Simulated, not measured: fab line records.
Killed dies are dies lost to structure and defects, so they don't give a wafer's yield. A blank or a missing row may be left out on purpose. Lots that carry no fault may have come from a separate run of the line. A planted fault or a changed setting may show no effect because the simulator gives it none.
A struck lot beside a sound one | flow sfq line | 20 out of 325 route steps
Sound: wafers L111.1, L111.2, L111.4. Wafers struck: L114.1, L114.5, L114.6. The cause is given at the end.
At each step with rows: each side's tool, then ch and its chambers, then its first start. Under that, the readings that differ: sound wafers | struck wafers | difference of the means | sigmas: that difference in standard deviations of wafers without a fault.
alike: words and numbers the same on both sides, and readings whose means are apart by under 2 such deviations; not compared: readings that were withheld, readings missing a value for some wafer, numbers with overlapping values and no deviation given by the record, and bounds like >300 which may hide the same value.
Wherever a step has rows on one side only, a row that says differs or no value, or a row with sigmas, the two part there. Numbers that don't overlap but have no deviation are shown without sigmas and don't part them. A reading missing from all wafers of one side parts the sides only when that side holds two or more wafers.

first, 3 steps without rows for these wafers: SFQ_TRILAYER_I1_VIA_LITHO_EXPOSE_050 (exposes mask I1, target cd 500 nm); SFQ_TRILAYER_I1_VIA_LITHO_PEB_052 (peb time 60 s); SFQ_TRILAYER_I1_VIA_LITHO_DEVELOP_051 (time 60 s).
SFQ_I1_OVL_MEAS_913:
  sound on overlay-02, day 15 16:10; struck on overlay-01, day 16 17:22
  alike: I1_OVL
SFQ_TRILAYER_I1_VIA_BARC_OPEN_VIA_ETCH_071: etches BARC in O2, target depth 125 nm, time 41.7 s.
  sound on rie diel-02 ch 0,1,3, day 15 16:11; struck on rie diel-03 ch 2,3, day 16 17:23
  alike: bias w, drypump motor current A, oes product au
  not compared: rf hours counter h
SFQ_TRILAYER_I1_VIA_ETCH_VIA_ETCH_052: etches SiO2 in CHF3, stops on Nb, target depth 260 nm.
  sound on rie diel-02 ch 0,1,3, day 15 16:14; struck on rie diel-03 ch 2,3, day 16 17:26
  alike: bias w, drypump motor current A, oes product au
SFQ_TRILAYER_I1_VIA_STRIP_STRIP_053: strips in O2.
  sound on rie metal-03 ch 0,1, day 15 16:21; struck on rie metal-04 ch 0,1, day 16 17:33
  alike: drypump motor current A, oes product au
  not compared: rf hours counter h
then, 2 steps without rows for these wafers: SFQ_TRILAYER_I1_VIA_STRIP_SOLV_CLEAN_054 (cleans in NMP, time 600 s); SFQ_TRILAYER_M2_DEP_PRE_CLEAN_056 (time 22.5 s).
SFQ_TRILAYER_M2_DEP_SPUTTER_055: material Nb, target thk 200 nm, time 133.3 s.
  sound on pvd sputter-05, day 15 17:09; struck on pvd sputter-05, day 16 18:21
  alike: resputter cathode voltage v, throttle valve pct
SFQ_M2_RS_MEAS_914: uses a four-point probe to measure.
  sound on film metro-02, day 15 17:14; struck on film metro-03, day 16 18:26
  alike: M2_NB_RS
SFQ_TRILAYER_M2_LITHO_COAT_062: resist thk 62 nm.
  sound on litho track-02 ch 0, day 15 17:25; struck on litho track-04 ch 0, day 16 18:37
  reading                                              | sound             | struck            | difference | sigmas
  model.BARC_of_TRILAYER_M2_LITHO_COAT_062.thk nm (nm) | 62.09 62.19 62.06 | 60.82 60.75 60.81 | -1.32      |
  alike: dispense pressure kPa
then, 5 steps without rows for these wafers: SFQ_TRILAYER_M2_LITHO_COAT_057 (resist thk 600 nm); SFQ_TRILAYER_M2_LITHO_SOFTBAKE_061; SFQ_TRILAYER_M2_LITHO_EXPOSE_058 (exposes mask M2, target cd 500 nm); SFQ_TRILAYER_M2_LITHO_PEB_060 (peb time 60 s); SFQ_TRILAYER_M2_LITHO_DEVELOP_059 (time 60 s).
-- the record jumps here: 4 days lie between the struck wafers' starts before and after --
SFQ_M2_OVL_MEAS_916:
  sound on overlay-02, day 20 01:31; struck on overlay-01, day 21 06:13
  alike: M2_OVL
SFQ_TRILAYER_M2_BARC_OPEN_METAL_ETCH_077: etches BARC in O2, target depth 125 nm, time 41.7 s.
  sound on rie metal-03 ch 0,1, day 20 01:33; struck on rie metal-02 ch 0,1, day 21 06:15
  reading                  | sound             | struck            | difference | sigmas
  model.etch.depth nm (nm) | 62.09 62.19 62.06 | 60.82 60.75 60.81 | -1.32      |
  alike: bias w, drypump motor current A, oes product au
  not compared: rf hours counter h
SFQ_TRILAYER_M2_ETCH_METAL_ETCH_060: etches Nb in Cl2/Ar, stops on SiO2, target depth 240 nm, time 120 s.
  sound on rie metal-03 ch 0,1, day 20 01:37; struck on rie metal-02 ch 0,1, day 21 06:19
  alike: bias w, drypump motor current A, oes product au
  not compared: rf hours counter h

## WHERE THEY PART
Nowhere in this record.

WHY: what had been put in by the simulator
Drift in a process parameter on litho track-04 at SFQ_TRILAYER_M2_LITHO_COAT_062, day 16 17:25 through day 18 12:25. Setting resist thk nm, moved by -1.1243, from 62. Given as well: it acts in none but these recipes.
